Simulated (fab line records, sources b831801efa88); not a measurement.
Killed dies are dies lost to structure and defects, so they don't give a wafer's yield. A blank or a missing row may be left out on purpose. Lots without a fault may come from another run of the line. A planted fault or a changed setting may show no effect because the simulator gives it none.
Which tool did it? | flow sky130 | 10 lots, 30 wafers sampled, at 6 steps of a route of 708

WHAT THE GAUGES READ, wafer by wafer
SKY_VIA1_BOW_MEAS_03. Usual: VIA1_BOW 81 um, standard deviation 7.7.
lot  | measured     | on            | VIA1_BOW (um) | flag
L503 | day 32 18:54 | film_metro-02 | 89 79 83      |
L510 | day 35 08:07 | film_metro-04 | 92 97 71      |
L512 | day 35 21:23 | film_metro-04 | 83 71 89      |
L514 | day 36 14:14 | film_metro-01 | 78 67 80      |
L513 | day 36 16:32 | film_metro-04 | 80 88 77      |
L515 | day 36 18:05 | film_metro-01 | 89 81 81      |
L516 | day 37 01:54 | film_metro-02 | 81 77 83      |
L517 | day 37 15:04 | film_metro-02 | 87 75 98      |
L525 | day 40 05:50 | film_metro-04 | 79 71 82      |
L526 | day 40 07:17 | film_metro-04 | 71 73 77      |

SKY_METAL2_RS_MEAS_05: measures by four-point-probe. Usual: METAL2_ALCU_RS 0.1271 ohm/sq, standard deviation 0.0015.
lot  | measured     | on            | METAL2_ALCU_RS (ohm/sq) | flag
L503 | day 34 00:17 | film_metro-02 | 0.1261 0.1253 0.1250    |
L510 | day 36 12:10 | film_metro-04 | 0.1276 0.1254 0.1263    |
L512 | day 37 01:35 | film_metro-03 | 0.1271 0.1282 0.1270    |
L514 | day 37 18:05 | film_metro-03 | 0.1272 0.1273 0.1270    |
L513 | day 37 20:32 | film_metro-02 | 0.1273 0.1288 0.1266    |
L515 | day 37 22:00 | film_metro-02 | 0.0979 0.0986 0.0979    | OFF
L516 | day 38 04:53 | film_metro-03 | 0.0993 0.0995 0.0995    | OFF
L517 | day 38 18:00 | film_metro-04 | 0.1274 0.1277 0.1268    |
L525 | day 41 07:53 | film_metro-03 | 0.1261 0.1253 0.1258    |
L526 | day 41 08:36 | film_metro-02 | 0.1300 0.1294 0.1281    |

SKY_METAL2_THK_MEAS_06: measures by xrf. Usual: METAL2_ALCU_THK 248 nm, standard deviation 3.
lot  | measured     | on            | METAL2_ALCU_THK (nm) | flag
L503 | day 34 00:23 | film_metro-02 | 251 250 252          |
L510 | day 36 12:17 | film_metro-04 | 248 253 250          |
L512 | day 37 01:41 | film_metro-03 | 247 247 249          |
L514 | day 37 18:11 | film_metro-03 | 248 249 249          |
L513 | day 37 20:39 | film_metro-02 | 249 247 248          |
L515 | day 37 22:07 | film_metro-02 | 318 317 319          | OFF
L516 | day 38 04:59 | film_metro-03 | 319 316 315          | OFF
L517 | day 38 18:07 | film_metro-04 | 249 248 250          |
L525 | day 41 07:59 | film_metro-03 | 250 251 251          |
L526 | day 41 08:43 | film_metro-02 | 245 244 247          |

SKY_METAL2_CD_MEAS_15: target cd 140 nm. Usual: cd_nm 139.6 nm, standard deviation 1.7.
lot  | measured     | on        | cd_nm (nm)        | flag
L503 | day 35 02:41 | cd_sem-01 | 143.3 142.5 142.9 |
L510 | day 37 14:22 | cd_sem-02 | 139.3 138.7 140.1 |
L512 | day 38 02:27 | cd_sem-02 | 141.7 141.2 140.4 |
L514 | day 38 18:47 | cd_sem-01 | 140.1 141.4 140.6 |
L513 | day 38 22:13 | cd_sem-01 | 138.9 139.1 139.1 |
L515 | day 38 23:28 | cd_sem-02 | 139.0 138.0 138.1 |
L516 | day 39 05:31 | cd_sem-01 | 142.2 141.1 140.8 |
L517 | day 39 18:11 | cd_sem-02 | 139.3 138.8 139.6 |
L525 | day 42 07:17 | cd_sem-02 | 139.3 138.1 138.5 |
L526 | day 42 08:16 | cd_sem-01 | 136.4 136.3 138.1 |

WHICH TOOL RAN EACH LOT (tool, then ch and the chambers of the sampled wafers, then the start)
lot  | SKY_METAL2_SPUTTER_00        | SKY_METAL2_SPUTTER_02
L503 | pvd_sputter-01, day 34 00:07 | pvd_sputter-01, day 34 00:09
L510 | pvd_sputter-01, day 36 12:02 | pvd_sputter-01, day 36 12:05
L512 | pvd_sputter-01, day 37 01:25 | pvd_sputter-01, day 37 01:28
L514 | pvd_sputter-03, day 37 17:55 | pvd_sputter-03, day 37 17:58
L513 | pvd_sputter-03, day 37 20:23 | pvd_sputter-03, day 37 20:26
L515 | pvd_sputter-03, day 37 21:52 | pvd_sputter-03, day 37 21:55
L516 | pvd_sputter-03, day 38 04:43 | pvd_sputter-03, day 38 04:46
L517 | pvd_sputter-01, day 38 17:50 | pvd_sputter-01, day 38 17:53
L525 | pvd_sputter-01, day 41 07:43 | pvd_sputter-01, day 41 07:46
L526 | pvd_sputter-01, day 41 08:28 | pvd_sputter-01, day 41 08:31
- SKY_METAL2_SPUTTER_00: material Ti, target thk 15 nm, time 10 s.
- SKY_METAL2_SPUTTER_02: material AlCu, target thk 250 nm, time 13.3 s.

WHAT THE TOOLS THEMSELVES READ (means of the sampled wafers that have a number; where no wafer has one, the mark that the record gives instead)
SKY_METAL2_SPUTTER_00. Usual: throttle_valve_pct 30.1 %, standard deviation 0.74.
lot  | tool           | throttle_valve_pct (%) | flag
L503 | pvd_sputter-01 | 30.4                   |
L510 | pvd_sputter-01 | 30.6                   |
L512 | pvd_sputter-01 | 30.0                   |
L514 | pvd_sputter-03 | 30.0                   |
L513 | pvd_sputter-03 | 29.6                   |
L515 | pvd_sputter-03 | 29.9                   |
L516 | pvd_sputter-03 | 29.7                   |
L517 | pvd_sputter-01 | 30.7                   |
L525 | pvd_sputter-01 | 30.1                   |
L526 | pvd_sputter-01 | 30.3                   |

SKY_METAL2_SPUTTER_02. Usual: throttle_valve_pct 30.1 %, standard deviation 0.74.
lot  | tool           | throttle_valve_pct (%) | flag
L503 | pvd_sputter-01 | 30.6                   |
L510 | pvd_sputter-01 | 30.4                   |
L512 | pvd_sputter-01 | 29.9                   |
L514 | pvd_sputter-03 | 29.8                   |
L513 | pvd_sputter-03 | 29.6                   |
L515 | pvd_sputter-03 | 29.8                   |
L516 | pvd_sputter-03 | 29.8                   |
L517 | pvd_sputter-01 | 30.4                   |
L525 | pvd_sputter-01 | 30.0                   |
L526 | pvd_sputter-01 | 30.4                   |

THE ANSWER, worked out from the rows above alone
Rule: a lot is off if the mean of its wafers that have a number lies more than 3 standard deviations from the usual mean. A lot without any number at a reading at which 4 lots or more have one is off too. The other lots that the step has rows for count as sound. The gauges are gone through in route order, then the tools' own readings, and for those a lot's mean is taken as printed above. The first step at which some lot is off is used, and at that step the reading that is off furthest; a lot without a number counts as furthest.
Off: L515, L516, at SKY_METAL2_RS_MEAS_05 (METAL2_ALCU_RS).
A tool fits if, at a process step before that reading, it ran every lot that is off, and no sound lot after the first of them. The gauges at SKY_METAL2_RS_MEAS_05 are tried like those tools. One fits: pvd_sputter-03 at SKY_METAL2_SPUTTER_00 and SKY_METAL2_SPUTTER_02. At SKY_METAL2_SPUTTER_00 its last sound lot is L513 (day 37 20:23), its first lot that is off L515 (day 37 21:52): a fault that began between those two fits.

WHAT THE SIMULATOR HAD PUT IN
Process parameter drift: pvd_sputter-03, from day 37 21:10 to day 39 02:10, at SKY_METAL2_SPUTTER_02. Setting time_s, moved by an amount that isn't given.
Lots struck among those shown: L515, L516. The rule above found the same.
